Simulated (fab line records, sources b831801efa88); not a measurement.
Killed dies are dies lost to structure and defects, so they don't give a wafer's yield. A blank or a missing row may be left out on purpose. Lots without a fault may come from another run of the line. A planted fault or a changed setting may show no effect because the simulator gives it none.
Which tool did it? | flow gf180mcu | 11 lots, 33 wafers sampled, at 5 steps of a route of 602

WHAT THE GAUGES READ, wafer by wafer
GF_VT_IMPLANT_TW_MEAS_10. Usual: VT_IMPLANT_TW 568, standard deviation 3.7.
lot  | measured     | on            | VT_IMPLANT_TW | flag
L853 | day 5 17:29  | film_metro-04 | 564 565 564   |
L854 | day 5 23:20  | film_metro-02 | 576 577 575   |
L856 | day 6 15:53  | film_metro-03 | 572 574 574   |
L857 | day 7 00:45  | film_metro-02 | 576 577 571   |
L860 | day 7 12:44  | film_metro-02 | 570 571 570   |
L862 | day 8 02:26  | film_metro-04 | 565 566 568   |
L868 | day 9 15:50  | film_metro-04 | 566 564 567   |
L870 | day 10 02:44 | film_metro-02 | 571 568 568   |
L871 | day 10 09:32 | film_metro-04 | 566 566 568   |
L872 | day 10 16:05 | film_metro-04 | 565 567 569   |
L875 | day 11 11:17 | film_metro-04 | 564 563 563   |

GF_VT_IMPLANT_OVL_MEAS_40. Usual: VT_IMPLANT_03_OVL 0.4 nm, standard deviation 1.4.
lot  | measured     | on         | VT_IMPLANT_03_OVL (nm) | flag
L853 | day 7 18:30  | overlay-02 | -0.5 -1.4 -1.1         |
L854 | day 7 23:05  | overlay-01 | -1.6 -0.7 1.2          |
L856 | day 8 17:18  | overlay-01 | -1.5 -0.2 -2.1         |
L857 | day 9 03:18  | overlay-01 | -2.6 -2.0 -1.4         |
L860 | day 9 16:11  | overlay-02 | 0.3 1.9 -0.2           |
L862 | day 10 07:20 | overlay-01 | -1.0 -0.4 -0.3         |
L868 | day 11 23:56 | overlay-01 | 1.2 2.0 0.1            |
L870 | day 12 12:26 | overlay-01 | 0.8 0.8 0.7            |
L871 | day 12 19:50 | overlay-01 | 0.0 0.3 1.1            |
L872 | day 13 00:12 | overlay-01 | 2.8 1.8 1.3            |
L875 | day 13 23:26 | overlay-02 | -1.0 0.0 -0.4          |

GF_VT_IMPLANT_TW_MEAS_43. Usual: VT_IMPLANT_4_TW 697, standard deviation 5.1.
lot  | measured     | on            | VT_IMPLANT_4_TW | flag
L853 | day 7 18:47  | film_metro-04 | 699 697 693     |
L854 | day 7 23:23  | film_metro-02 | 705 703 699     |
L856 | day 8 17:35  | film_metro-03 | 699 695 699     |
L857 | day 9 03:36  | film_metro-03 | 700 703 702     |
L860 | day 9 16:29  | film_metro-04 | 693 694 689     |
L862 | day 10 07:37 | film_metro-03 | 696 701 699     |
L868 | day 12 00:14 | film_metro-04 | 696 690 690     |
L870 | day 12 12:43 | film_metro-03 | 701 704 701     |
L871 | day 12 20:08 | film_metro-03 | 701 698 700     |
L872 | day 13 00:29 | film_metro-04 | 30 30 30        | OFF
L875 | day 13 23:43 | film_metro-04 | 692 696 694     |

WHICH TOOL RAN EACH LOT (tool, then ch and the chambers of the sampled wafers, then the start)
lot  | GF_VT_IMPLANT_STRIP_31               | GF_VT_IMPLANT_STRIP_42
L853 | plasma_asher-04 ch 0,1, day 7 01:35  | plasma_asher-04 ch 0,1, day 7 18:41
L854 | plasma_asher-03 ch 0,1, day 7 06:41  | plasma_asher-04 ch 0,1, day 7 23:17
L856 | plasma_asher-02 ch 0,1, day 8 00:08  | plasma_asher-03 ch 0,1, day 8 17:29
L857 | plasma_asher-02 ch 0,1, day 8 09:57  | plasma_asher-04 ch 0,1, day 9 03:30
L860 | plasma_asher-04 ch 0,1, day 8 22:26  | plasma_asher-04 ch 0,1, day 9 16:22
L862 | plasma_asher-04 ch 0,1, day 9 13:34  | plasma_asher-03 ch 0,1, day 10 07:31
L868 | plasma_asher-02 ch 0,1, day 11 04:52 | plasma_asher-04 ch 0,1, day 12 00:07
L870 | plasma_asher-02 ch 0,1, day 11 16:29 | plasma_asher-04 ch 0,1, day 12 12:37
L871 | plasma_asher-03 ch 0, day 11 23:49   | plasma_asher-03 ch 0,1, day 12 20:02
L872 | plasma_asher-02 ch 0,1, day 12 05:08 | plasma_asher-03 ch 0,1, day 13 00:23
L875 | plasma_asher-04 ch 0,1, day 13 02:56 | plasma_asher-03 ch 0,1, day 13 23:37
- GF_VT_IMPLANT_STRIP_31: strips in O2/N2.
- GF_VT_IMPLANT_STRIP_42: strips in O2/N2.

WHAT THE TOOLS THEMSELVES READ (means of the sampled wafers that have a number; where no wafer has one, the mark that the record gives instead)
GF_VT_IMPLANT_STRIP_31. Usual: drypump_motor_current_A 6.1 A, standard deviation 0.36; heater_power_w 338 W, standard deviation 43; o2_flow_sccm 2999 sccm, standard deviation 8.6; oes_product_au 0.715 a.u., standard deviation 0.0045; strip_time_to_endpoint_s 12.62 s, standard deviation 0.034.
lot  | tool            | drypump_motor_current_A (A) | heater_power_w (W) | o2_flow_sccm (sccm) | oes_product_au (a.u.) | strip_time_to_endpoint_s (s) | flag
L853 | plasma_asher-04 | 5.9                         | 298                | 3005                | 0.717                 | 12.61                        |
L854 | plasma_asher-03 | 5.8                         | 310                | 3007                | 0.714                 | 12.65                        |
L856 | plasma_asher-02 | 6.4                         | 379                | 2997                | 0.708                 | 12.62                        |
L857 | plasma_asher-02 | 6.4                         | 381                | 3001                | 0.713                 | 12.64                        |
L860 | plasma_asher-04 | 5.9                         | 293                | 2996                | 0.716                 | 12.60                        |
L862 | plasma_asher-04 | 5.7                         | 321                | 2998                | 0.714                 | 12.57                        |
L868 | plasma_asher-02 | 6.2                         | 362                | 3006                | 0.716                 | 12.63                        |
L870 | plasma_asher-02 | 6.2                         | 358                | 3002                | 0.713                 | 12.56                        |
L871 | plasma_asher-03 | 5.7                         | 349                | 2996                | 0.721                 | 12.65                        |
L872 | plasma_asher-02 | 6.2                         | 362                | 2999                | 0.940                 | -                            | OFF
L875 | plasma_asher-04 | 5.8                         | 320                | 2984                | 0.718                 | 12.63                        |

GF_VT_IMPLANT_STRIP_42. Usual: drypump_motor_current_A 5.9 A, standard deviation 0.31; heater_power_w 326 W, standard deviation 40; o2_flow_sccm 2999 sccm, standard deviation 8.7; oes_product_au 0.716 a.u., standard deviation 0.0047; strip_time_to_endpoint_s 12.63 s, standard deviation 0.038.
lot  | tool            | drypump_motor_current_A (A) | heater_power_w (W) | o2_flow_sccm (sccm) | oes_product_au (a.u.) | strip_time_to_endpoint_s (s) | flag
L853 | plasma_asher-04 | 5.9                         | 298                | 3011                | 0.720                 | 12.70                        |
L854 | plasma_asher-04 | 5.7                         | 316                | 3004                | 0.717                 | 12.62                        |
L856 | plasma_asher-03 | 5.9                         | 311                | 2997                | 0.717                 | 12.65                        |
L857 | plasma_asher-04 | 5.8                         | 319                | 2992                | 0.719                 | 12.63                        |
L860 | plasma_asher-04 | 5.8                         | 318                | 2991                | 0.721                 | 12.56                        |
L862 | plasma_asher-03 | 5.9                         | 311                | 2999                | 0.717                 | 12.68                        |
L868 | plasma_asher-04 | 5.9                         | 292                | 2993                | 0.714                 | 12.62                        |
L870 | plasma_asher-04 | 5.9                         | 292                | 3003                | 0.720                 | 12.59                        |
L871 | plasma_asher-03 | 5.9                         | 311                | 3011                | 0.717                 | 12.63                        |
L872 | plasma_asher-03 | 5.8                         | 312                | 2998                | 0.715                 | 18.37                        | OFF
L875 | plasma_asher-03 | 5.8                         | 309                | 3006                | 0.712                 | 12.62                        |

THE ANSWER, worked out from the rows above alone
Rule: a lot is off if the mean of its wafers that have a number lies more than 3 standard deviations from the usual mean. A lot without any number at a reading at which 4 lots or more have one is off too. The other lots that the step has rows for count as sound. The gauges are gone through in route order, then the tools' own readings, and for those a lot's mean is taken as printed above. The first step at which some lot is off is used, and at that step the reading that is off furthest; a lot without a number counts as furthest.
Off: L872, at GF_VT_IMPLANT_TW_MEAS_43 (VT_IMPLANT_4_TW).
A tool fits if, at a process step before that reading, it ran every lot that is off, and no sound lot after the first of them. The gauges at GF_VT_IMPLANT_TW_MEAS_43 aren't tried: what is off there is off at GF_VT_IMPLANT_STRIP_31 too, on other tools, and a gauge's error can't cause that. One fits: plasma_asher-02 at GF_VT_IMPLANT_STRIP_31. Its last sound lot is L870 (day 11 16:29), its first lot that is off L872 (day 12 05:08): a fault that began between those two fits.
The tool's own readings at GF_VT_IMPLANT_STRIP_31 bear it out: on the lots that are off they differ by more than 5 times the standard deviation of the sound lots' means. oes_product_au reads 0.940 a.u. there against 0.715 a.u. on the sound lots.
Blank at GF_VT_IMPLANT_STRIP_31 on the lots that are off, where sound lots have numbers: strip_time_to_endpoint_s.

WHAT THE SIMULATOR HAD PUT IN
Strip aborted: plasma_asher-02, from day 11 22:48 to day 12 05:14, at GF_VT_IMPLANT_STRIP_31. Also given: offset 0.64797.
Lots struck among those shown: L872. The rule above found the same.
